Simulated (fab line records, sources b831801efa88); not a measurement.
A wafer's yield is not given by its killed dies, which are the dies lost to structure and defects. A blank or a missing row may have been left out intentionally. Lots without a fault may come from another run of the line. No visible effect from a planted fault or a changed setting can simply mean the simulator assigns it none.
fab line records	flow sky130
[record] lots = 14	wafers = 42	last-day = 50
route steps=708 shown VIA1@474 METAL2@495
lots untouched by any fault: they come from a run of this same line in which no faults occurred
start-h: the number of hours between the record's first day and the start of the first shown wafer of the lot	wait-h: hours elapsed since this lot's preceding step	" repeats the value in the row above	L1.1+2: one row covering several wafers at once	- value missing, or start not given	* or withheld: withheld	< > ~ a bound
route shown NAME@n: a module of which the file shows steps, and the number in the route of the first	usual: mean/standard deviation of fault-free wafers	same: alike in all rows	chamber/n: place in a boat	sites: per-site readings	_std_site: standard deviation of those values	_edge_site: inner sites' mean taken away from outer sites' mean	radius-mm: for every site, how far away it sits from the centre of the wafer	mask NAME#n: copy n	behind: the last tool/chamber to shape the wafer	hold: reason for holding the lot/hours on hold/outcome of the hold	device: which transistor (n, p or np) failed to switch	end of line: tests of these same wafers at the route's end	a step with no rows: only its recipe	killed: dies that structure and defects cost at the first sort, which is not the same as the wafer's yield	map: the dies of a wafer, with x for killed, . for not killed, _ for no die there
set.NAME: the run value of the setting; set.NAME@STEP: its run value at that earlier step	model.NAME: the simulator's own value behind a step, which no gauge read
route steps across a sampled set of lots; one table per step, one row per wafer
services: a tool's chamber out of use, with start hour (start-h, from the record's first day; less than 0 if before it), hours out, and reason
[[steps]]
[step SKY_VIA1_STRIP_16]
[recipe] chemistry = O2/N2	power-w = 1400	pressure-mtorr = 1500	platen-temp-c = withheld	o2-flow-sccm = 3000	n2-flow-sccm = 300	overash-fraction = 0.5
[usual] drypump-motor-current-A = 5.7/0.53	o2-flow-sccm = 3001/9.2	oes-product-au = 0.415/0.0043	strip-time-to-endpoint-s = 4.450/0.026
lot.wafer	tool	chamber	start-h	wait-h	drypump-motor-current-A	o2-flow-sccm	oes-product-au	rf-hours-counter-h	strip-time-to-endpoint-s
L659.1	plasma-asher-02	0	788.83	0.0	5.6	2991	0.422	93	4.464
L659.3	"	1	"	"	5.8	3017	0.414	-	4.458
L659.4	"	0	"	"	5.6	2990	0.410	-	4.456
L660.4	plasma-asher-04	0	790.44	0.1	6.5	3013	0.413	-	4.440
L660.5	"	1	"	"	6.2	2999	0.413	-	4.398
L660.6	"	0	"	"	6.4	3009	0.412	-	4.465
L661.3	plasma-asher-04	1	811.36	0.1	6.2	2995	0.414	-	4.444
L661.5	"	1	"	"	6.2	3000	0.421	-	4.442
L661.6	"	0	"	"	6.4	2983	0.414	-	4.457
L662.1	plasma-asher-02	0	812.71	0.0	5.6	3002	0.413	95	4.450
L662.5	"	0	"	"	5.6	3001	0.422	-	4.412
L662.6	"	1	"	"	5.8	3019	0.410	-	4.454
L663.2	plasma-asher-01	1	834.88	0.0	6.2	3007	0.417	9	4.484
L663.3	"	1	"	"	6.2	2995	0.423	-	4.468
L663.5	"	0	"	"	4.8	3008	0.413	-	4.488
L666.1	plasma-asher-01	0	846.23	0.0	4.8	2997	0.417	10	4.453
L666.3	"	0	"	"	4.8	2984	0.415	-	4.469
L666.4	"	1	"	"	6.2	3010	0.419	-	4.472
L667.3	plasma-asher-02	1	859.26	0.1	5.8	2995	0.418	-	4.468
L667.5	"	1	"	"	5.8	3001	0.421	-	4.464
L667.6	"	0	"	"	5.6	3031	0.410	-	4.482
L671.2	plasma-asher-01	0	881.04	0.0	4.8	3008	0.417	14	4.440
L671.4	"	1	"	"	6.2	3011	0.422	-	4.466
L671.5	"	1	"	"	6.2	3017	0.423	-	4.467
L672.1	plasma-asher-01	1	897.74	0.0	6.3	3008	0.420	15	4.434
L672.3	"	0	"	"	4.8	2994	0.412	-	4.462
L672.5	"	0	"	"	4.8	2996	0.416	-	4.437
L675.2	plasma-asher-01	0	917.39	0.0	4.8	3001	0.413	17	4.463
L675.3	"	0	"	"	4.8	3000	0.416	-	4.430
L675.6	"	1	"	"	6.2	2985	0.411	-	4.448
L678.1	plasma-asher-02	1	932.09	0.0	5.8	2989	0.426	107	4.462
L678.2	"	0	"	"	5.6	3015	0.412	107	4.443
L678.5	"	0	"	"	5.6	2999	0.418	-	4.465
L680.1	plasma-asher-02	1	940.69	0.0	5.8	3011	0.423	108	4.467
L680.3	"	1	"	"	5.8	3009	0.414	-	4.483
L680.4	"	0	"	"	5.6	2996	0.415	-	4.475
L681.1	plasma-asher-02	0	953.29	0.0	5.6	2995	0.413	110	4.445
L681.2	"	1	"	"	5.8	3002	0.412	110	4.430
L681.5	"	0	"	"	5.6	3004	0.410	-	4.473
L682.2	plasma-asher-02	1	967.63	0.0	5.8	3008	0.412	112	4.433
L682.4	"	0	"	"	5.6	2999	0.408	-	4.392
L682.6	"	0	"	"	5.6	3008	0.415	-	4.375
[step SKY_VIA1_SPUTTER_20]
[recipe] material = TiN	target-thk-nm = 20	chamber-pressure-pa = 5	power-w = 4000	time-s = 80
[usual] cathode-dc-power-W = 4000.0/0.71	throttle-valve-pct = 30.1/0.96
lot.wafer	tool	chamber	start-h	wait-h	cathode-dc-power-W	throttle-valve-pct
L659.1	pvd-sputter-02	-	789.50	0.0	3999.8	28.3
L659.3	"	-	"	"	3999.3	29.7
L659.4	"	-	"	"	3999.5	31.1
L660.4	pvd-sputter-04	-	791.08	0.0	3999.2	28.9
L660.5	"	-	"	"	4000.9	29.8
L660.6	"	-	"	"	4000.2	29.4
L661.3	pvd-sputter-03	-	811.97	0.0	3999.8	31.3
L661.5	"	-	"	"	3999.9	29.6
L661.6	"	-	"	"	3999.0	29.6
L662.1	pvd-sputter-04	-	813.30	0.0	3999.2	29.4
L662.5	"	-	"	"	4000.4	30.5
L662.6	"	-	"	"	4000.0	28.9
L663.2	pvd-sputter-02	-	835.47	0.0	4001.1	31.3
L663.3	"	-	"	"	4000.0	28.5
L663.5	"	-	"	"	3999.5	31.1
L666.1	pvd-sputter-03	-	846.82	0.0	3999.4	29.5
L666.3	"	-	"	"	4001.7	31.2
L666.4	"	-	"	"	3999.0	31.8
L667.3	pvd-sputter-04	-	859.82	0.0	4000.3	29.9
L667.5	"	-	"	"	3999.7	30.3
L667.6	"	-	"	"	3999.9	29.1
L671.2	pvd-sputter-03	-	881.64	0.0	3999.5	29.7
L671.4	"	-	"	"	3999.7	29.8
L671.5	"	-	"	"	4000.6	29.7
L672.1	pvd-sputter-02	-	898.37	0.0	4000.4	29.8
L672.3	"	-	"	"	3999.9	31.5
L672.5	"	-	"	"	3999.6	29.0
L675.2	pvd-sputter-04	-	917.99	0.0	4001.2	29.8
L675.3	"	-	"	"	3999.7	28.9
L675.6	"	-	"	"	3999.7	30.2
L678.1	pvd-sputter-02	-	932.69	0.0	3999.7	30.1
L678.2	"	-	"	"	4001.0	31.3
L678.5	"	-	"	"	4001.1	31.3
L680.1	pvd-sputter-04	-	941.29	0.0	3999.9	29.5
L680.3	"	-	"	"	4000.4	28.9
L680.4	"	-	"	"	4000.3	30.4
L681.1	pvd-sputter-04	-	953.93	0.0	3999.3	29.5
L681.2	"	-	"	"	4000.6	30.3
L681.5	"	-	"	"	3999.3	29.5
L682.2	pvd-sputter-03	-	968.22	0.0	4001.5	31.2
L682.4	"	-	"	"	3998.5	31.3
L682.6	"	-	"	"	3999.8	31.4
[step SKY_METAL2_EXPOSE_12]
[recipe] mask-id = MM2	na = 0.8	source-shape = annular	sigma-inner = 0.55	sigma-outer = 0.85	target-cd-nm = 140	dose-mj = 28
[usual] exposure-dose-mJ-cm2 = 28.05/0.073
lot.wafer	tool	chamber	start-h	wait-h	mask	exposure-dose-mJ-cm2
L659.1	krf-scanner-02	0	804.11	-	MM2#0	28.07
L659.3	"	0	"	"	MM2#0	28.08
L659.4	"	0	"	"	MM2#0	28.03
L660.4	krf-scanner-02	0	805.61	-	MM2#0	28.01
L660.5	"	0	"	"	MM2#0	28.03
L660.6	"	0	"	"	MM2#0	28.02
L661.3	krf-scanner-02	0	825.17	-	MM2#0	28.11
L661.5	"	0	"	"	MM2#0	28.01
L661.6	"	0	"	"	MM2#0	28.06
L662.1	krf-scanner-01	0	827.31	-	MM2#0	28.02
L662.5	"	0	"	"	MM2#0	27.95
L662.6	"	0	"	"	MM2#0	27.99
L663.2	krf-scanner-01	0	849.60	-	MM2#0	28.01
L663.3	"	0	"	"	MM2#0	28.06
L663.5	"	0	"	"	MM2#0	28.02
L666.1	krf-scanner-02	0	861.22	-	MM2#0	28.09
L666.3	"	0	"	"	MM2#0	28.06
L666.4	"	0	"	"	MM2#0	28.07
L667.3	krf-scanner-02	0	874.07	-	MM2#0	28.01
L667.5	"	0	"	"	MM2#0	27.99
L667.6	"	0	"	"	MM2#0	28.02
L671.2	krf-scanner-02	0	896.09	-	MM2#0	28.03
L671.4	"	0	"	"	MM2#0	28.06
L671.5	"	0	"	"	MM2#0	28.11
L672.1	krf-scanner-02	0	911.15	-	MM2#0	28.03
L672.3	"	0	"	"	MM2#0	28.04
L672.5	"	0	"	"	MM2#0	27.99
L675.2	krf-scanner-01	0	931.78	-	MM2#0	28.02
L675.3	"	0	"	"	MM2#0	28.03
L675.6	"	0	"	"	MM2#0	28.03
L678.1	krf-scanner-01	0	945.97	-	MM2#0	27.97
L678.2	"	0	"	"	MM2#0	28.03
L678.5	"	0	"	"	MM2#0	27.99
L680.1	krf-scanner-01	0	954.32	-	MM2#0	28.06
L680.3	"	0	"	"	MM2#0	28.01
L680.4	"	0	"	"	MM2#0	28.05
L681.1	krf-scanner-01	0	967.11	-	MM2#0	28.06
L681.2	"	0	"	"	MM2#0	28.05
L681.5	"	0	"	"	MM2#0	28.01
L682.2	krf-scanner-01	0	981.38	-	MM2#0	28.04
L682.4	"	0	"	"	MM2#0	28.06
L682.6	"	0	"	"	MM2#0	28.08
[step SKY_METAL2_CD_MEAS_15]
[recipe] target-cd-nm = 140
[usual] cd-nm = 140.4/1.6
lot.wafer	tool	chamber	start-h	wait-h	cd-nm
L659.1	cd-sem-01	-	816.80	-	139.6
L659.3	"	-	"	"	138.3
L659.4	"	-	"	"	140.7
L660.4	cd-sem-02	-	818.82	-	141.6
L660.5	"	-	"	"	140.9
L660.6	"	-	"	"	140.9
L661.3	cd-sem-01	-	838.45	-	138.4
L661.5	"	-	"	"	138.4
L661.6	"	-	"	"	139.4
L662.1	cd-sem-01	-	840.81	-	142.0
L662.5	"	-	"	"	141.4
L662.6	"	-	"	"	140.9
L663.2	cd-sem-01	-	862.25	-	140.4
L663.3	"	-	"	"	140.6
L663.5	"	-	"	"	139.2
L666.1	cd-sem-02	-	874.16	-	141.1
L666.3	"	-	"	"	141.3
L666.4	"	-	"	"	140.2
L667.3	cd-sem-02	-	886.27	-	139.8
L667.5	"	-	"	"	138.6
L667.6	"	-	"	"	139.2
L671.2	cd-sem-01	-	908.07	-	139.4
L671.4	"	-	"	"	139.1
L671.5	"	-	"	"	-
L672.1	cd-sem-02	-	923.98	-	141.4
L672.3	"	-	"	"	-
L672.5	"	-	"	"	-
L675.2	cd-sem-02	-	943.60	-	142.5
L675.3	"	-	"	"	141.0
L675.6	"	-	"	"	140.7
L678.1	cd-sem-02	-	957.80	-	142.4
L678.2	"	-	"	"	143.6
L678.5	"	-	"	"	143.3
L680.1	cd-sem-02	-	965.80	-	141.7
L680.3	"	-	"	"	141.1
L680.4	"	-	"	"	142.4
L681.1	cd-sem-01	-	978.81	-	140.4
L681.2	"	-	"	"	140.7
L681.5	"	-	"	"	139.5
L682.2	cd-sem-01	-	992.45	-	141.3
L682.4	"	-	"	"	140.7
L682.6	"	-	"	"	139.4
[step SKY_METAL2_OVL_MEAS_16]
[usual] METAL2_OVL = 0/5.1
lot.wafer	tool	chamber	start-h	wait-h	METAL2_OVL[nm]
L659.1	overlay-02	-	816.92	0.1	-5
L659.3	"	-	"	"	-2
L659.4	"	-	"	"	10
L660.4	overlay-01	-	818.90	0.1	-2
L660.5	"	-	"	"	7
L660.6	"	-	"	"	1
L661.3	overlay-02	-	838.55	0.1	-1
L661.5	"	-	"	"	-6
L661.6	"	-	"	"	-8
L662.1	overlay-01	-	840.93	0.1	-2
L662.5	"	-	"	"	-2
L662.6	"	-	"	"	0
L663.2	overlay-01	-	862.36	0.1	2
L663.3	"	-	"	"	7
L663.5	"	-	"	"	-1
L666.1	overlay-02	-	874.28	0.1	4
L666.3	"	-	"	"	0
L666.4	"	-	"	"	12
L667.3	overlay-02	-	886.36	0.1	0
L667.5	"	-	"	"	-3
L667.6	"	-	"	"	-3
L671.2	overlay-02	-	908.18	0.1	-11
L671.4	"	-	"	"	-5
L671.5	"	-	"	"	-
L672.1	overlay-01	-	924.10	0.1	-1
L672.3	"	-	"	"	-
L672.5	"	-	"	"	-
L675.2	overlay-02	-	943.71	0.1	8
L675.3	"	-	"	"	8
L675.6	"	-	"	"	3
L678.1	overlay-01	-	957.92	0.1	-4
L678.2	"	-	"	"	-7
L678.5	"	-	"	"	-3
L680.1	overlay-01	-	965.92	0.1	4
L680.3	"	-	"	"	0
L680.4	"	-	"	"	2
L681.1	overlay-02	-	978.93	0.1	6
L681.2	"	-	"	"	-2
L681.5	"	-	"	"	-3
L682.2	overlay-02	-	992.56	0.1	-7
L682.4	"	-	"	"	1
L682.6	"	-	"	"	-3
[step SKY_METAL2_ETCH_18]
[recipe] chemistry = N2/H2	target = BARC	ion-energy-ev = 200	bias-w = 100	pressure-mtorr = 30	n2-flow-sccm = 100	h2-flow-sccm = 200	icp-w = 500	stop-on = SiO2	time-s = 45.9	target-depth-a = 600
[usual] drypump-motor-current-A = 6.2/0.37	oes-product-au = 0.855/0.0049	throttle-valve-pct = 13.224/0.0093
lot.wafer	tool	chamber	start-h	wait-h	drypump-motor-current-A	oes-product-au	rf-hours-counter-h	throttle-valve-pct
L659.1	rie-metal-04	1	816.99	0.0	6.0	0.852	2	13.227
L659.3	"	1	"	"	6.0	0.860	-	13.225
L659.4	"	0	"	"	6.6	0.864	-	13.233
L660.4	rie-metal-02	1	819.05	0.1	6.6	0.853	-	13.215
L660.5	"	1	"	"	6.6	0.854	-	13.212
L660.6	"	1	"	"	6.6	0.852	-	13.233
L661.3	rie-metal-04	1	838.62	0.0	6.0	0.848	-	13.227
L661.5	"	1	"	"	6.0	0.852	-	13.214
L661.6	"	0	"	"	6.6	0.847	-	13.230
L662.1	rie-metal-04	0	841.00	0.0	6.6	0.855	9	13.216
L662.5	"	1	"	"	6.0	0.853	-	13.230
L662.6	"	0	"	"	6.6	0.852	-	13.221
L663.2	rie-metal-04	0	862.42	0.0	6.6	0.855	10	13.203
L663.3	"	1	"	"	6.0	0.857	-	13.219
L663.5	"	1	"	"	6.0	0.857	-	13.239
L666.1	rie-metal-01	0	874.35	0.0	6.1	0.854	4	13.217
L666.3	"	1	"	"	6.0	0.853	-	13.220
L666.4	"	0	"	"	6.1	0.851	-	13.231
L667.3	rie-metal-01	0	886.44	0.0	6.1	0.849	-	13.222
L667.5	"	0	"	"	6.1	0.855	-	13.229
L667.6	"	1	"	"	6.0	0.856	-	13.213
L671.2	rie-metal-04	1	908.24	0.0	6.0	0.852	5	13.234
L671.4	"	1	"	"	6.0	0.859	-	13.216
L671.5	"	1	"	"	6.0	0.859	-	13.223
L672.1	rie-metal-01	1	924.17	0.0	6.0	0.858	3	13.229
L672.3	"	0	"	"	6.1	0.855	-	13.223
L672.5	"	1	"	"	6.0	0.847	-	13.211
L675.2	rie-metal-04	0	943.77	0.0	6.6	0.861	14	13.222
L675.3	"	0	"	"	6.6	0.862	-	13.222
L675.6	"	0	"	"	6.6	0.847	-	13.238
L678.1	rie-metal-04	1	957.99	0.0	6.0	0.853	7	13.226
L678.2	"	0	"	"	6.6	0.857	15	13.233
L678.5	"	0	"	"	6.6	0.848	-	13.236
L680.1	rie-metal-04	1	965.99	0.0	6.0	0.852	8	13.211
L680.3	"	1	"	"	6.0	0.865	-	13.219
L680.4	"	0	"	"	6.6	0.851	-	13.227
L681.1	rie-metal-01	1	979.00	0.0	6.0	0.856	6	13.203
L681.2	"	0	"	"	6.1	0.852	8	13.210
L681.5	"	0	"	"	6.1	0.856	-	13.225
L682.2	rie-metal-02	1	992.62	0.0	6.6	0.858	12	13.231
L682.4	"	0	"	"	5.0	0.852	-	13.226
L682.6	"	0	"	"	5.0	0.849	-	13.217
[[services]]
tool	chamber	start-h	hours	kind
rie-metal-04	1	777.11	13.6	repair
krf-scanner-02	-	778.31	1.0	pm
krf-scanner-01	-	780.48	0.8	pm
plasma-asher-01	-	782.45	0.7	repair
krf-scanner-01	-	787.71	4.0	pm
krf-scanner-02	-	792.00	7.2	pm
pvd-sputter-04	-	800.11	2.0	repair
krf-scanner-02	-	814.85	1.3	pm
plasma-asher-01	-	827.52	0.8	repair
krf-scanner-01	-	835.38	1.3	pm
krf-scanner-02	-	846.50	3.6	pm
plasma-asher-02	-	872.48	3.7	repair
krf-scanner-02	-	880.39	0.6	repair
rie-metal-04	-	886.05	0.5	repair
krf-scanner-02	-	893.93	0.8	pm
krf-scanner-01	-	902.47	1.0	pm
plasma-asher-02	-	912.93	1.5	repair
krf-scanner-02	-	947.31	1.0	pm
krf-scanner-01	-	949.28	0.8	pm
plasma-asher-01	-	963.90	14.4	repair
pvd-sputter-04	-	966.98	1.2	repair
krf-scanner-02	-	977.04	4.4	pm
rie-metal-04	-	982.14	1.2	repair
krf-scanner-02	-	990.75	1.3	pm
[[key]]
[first-sign] step = SKY_METAL2_CD_MEAS_15	reading = cd-nm	direction = missing
[effect] step = SKY_METAL2_OVL_MEAS_16	reading = METAL2_OVL	direction = missing
met-at SKY_METAL2_EXPOSE_12
struck-lots L671,L672
struck-wafers L671.5,L672.3,L672.5
later-rows-left-out L671.5,L672.3,L672.5
sort-left-out L671.5,L672.3,L672.5
not-acting-at SKY_VIA1_STRIP_16,SKY_VIA1_SPUTTER_20,SKY_METAL2_ETCH_18
onset-between 874.07 896.09
[fault] kind = process-parameter-drift	tool = krf-scanner-02	chamber = -	onset-h = 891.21	steps = SKY_METAL2_EXPOSE_12	channel = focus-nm	offset = 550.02	shape = step	end-h = 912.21	scope = struck-wafers-only
// sort-left-out: the simulated sort isn't trusted on such a fault, so these wafers' sort isn't shown, and their yield isn't known
// later-rows-left-out: the simulator's readings of these wafers behind a module that went badly wrong aren't trusted and aren't shown, but for the sort
